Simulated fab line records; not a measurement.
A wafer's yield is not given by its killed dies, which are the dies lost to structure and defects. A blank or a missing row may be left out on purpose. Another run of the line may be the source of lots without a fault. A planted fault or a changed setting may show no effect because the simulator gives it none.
Split-lot experiment	flow sky130	route with 708 steps; 5 lots, 23 wafers read

SPLIT DETAILS
At SKY_LI_CONTACT_CVD_21 (deposits W, target thk 400 nm, time 120.56 s), the setting temp c was moved away from the recipe's 400 C on 9 of the 23 wafers read, by -2.4% to +2.3%. This setting was run at the recipe's value on the other wafers.

THE PATH FROM SPLIT TO READING: the file shows 1 step between them
- SKY_LI_CONTACT_RS_MEAS_22: measures by four-point-probe

THE READING
LI_CONTACT_W_THK, in nm, at SKY_LI_CONTACT_THK_MEAS_23 (measures by xrf). Fault-free wafers of this fab line usually give 407 nm, standard deviation 7.2 nm.

wafer	tool, chamber at the split	temp c as run, C	against the recipe	LI_CONTACT_W_THK, nm	against lot-mates on the recipe
L076.1	cvd w-01, 1	400	recipe	414	-
L076.3	cvd w-01, 0	390.4	-2.4%	335	-75
L076.4	cvd w-01, 1	400	recipe	406	-
L076.5	cvd w-01, 1	390.4	-2.4%	347	-63
L076.6	cvd w-01, 0	390.4	-2.4%	330	-80
L077.1	cvd w-01, 1	408.3	+2.1%	481	+75
L077.2	cvd w-01, 0	400	recipe	403	-
L077.3	cvd w-01, 1	400	recipe	410	-
L077.4	cvd w-01, 0	408.3	+2.1%	467	+61
L077.5	cvd w-01, 0	400	recipe	404	-
L079.1	cvd w-02, 0	400	recipe	404	-
L079.2	cvd w-02, 1	400	recipe	411	-
L079.3	cvd w-02, 0	406.7	+1.7%	450	+44
L079.5	cvd w-02, 0	406.7	+1.7%	450	+44
L079.6	cvd w-02, 1	400	recipe	402	-
L081.1	cvd w-02, 1	400	recipe	413	-
L081.2	cvd w-02, 0	400	recipe	402	-
L081.5	cvd w-02, 1	400	recipe	412	-
L084.2	cvd w-01, 1	409.2	+2.3%	492	+81
L084.3	cvd w-01, 0	409.2	+2.3%	478	+67
L084.4	cvd w-01, 1	400	recipe	410	-
L084.5	cvd w-01, 0	400	recipe	406	-
L084.6	cvd w-01, 1	400	recipe	416	-

THE FIT
A straight line over all 23 wafers: LI_CONTACT_W_THK changes by +30.3 nm for each +1% of temp c; r = +0.99; the points scatter about the line by 6.7 nm.
The same after taking each lot's own level away (the mean of its wafers on the recipe; 23 wafers): +30.8 nm for each +1%; r = +0.99; scatter 6 nm.
According to that fit, moving temp c by its largest amount changes the reading by 74 nm.
The span of the lots' own levels, 405.7 to 410.7 nm, comes to 0.7 times the standard deviation stated above.
Hence the lot-to-lot level has little effect on the slope; both slopes agree.
Check: with one of the wafers moved furthest among these (-2.4%) left out of the fit, the line predicts -73.4 nm for it against its lot-mates. It came out at -75 nm against them.

THE WHOLE CHAIN: every reading that the file lists as answering this split, in the file's order
step	what it does	reading	change (the file's fit)	r (the file's)
SKY_LI_CONTACT_CVD_21	deposits W, target thk 400 nm, time 120.56 s	W_of_LI_CONTACT_CVD_21.thk nm (the simulator's own value, which no gauge read)	+30.2 nm for each +1% of the setting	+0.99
SKY_LI_CONTACT_RS_MEAS_22	measures by four-point-probe	LI_CONTACT_W_RS	-0.0206 for each +1% of the setting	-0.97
SKY_LI_CONTACT_THK_MEAS_23	measures by xrf	LI_CONTACT_W_THK	+30.9 for each +1% of the setting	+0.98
SKY_LI_CONTACT_CMP_24	polishes, stops on PSG, t overpolish 20 s, target thk 0 nm	time to endpoint s	withheld for each +1% of the setting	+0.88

FILE'S OWN FIT
LI_CONTACT_W_THK changes by +30.9 nm for each +1% of temp c, r = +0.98.
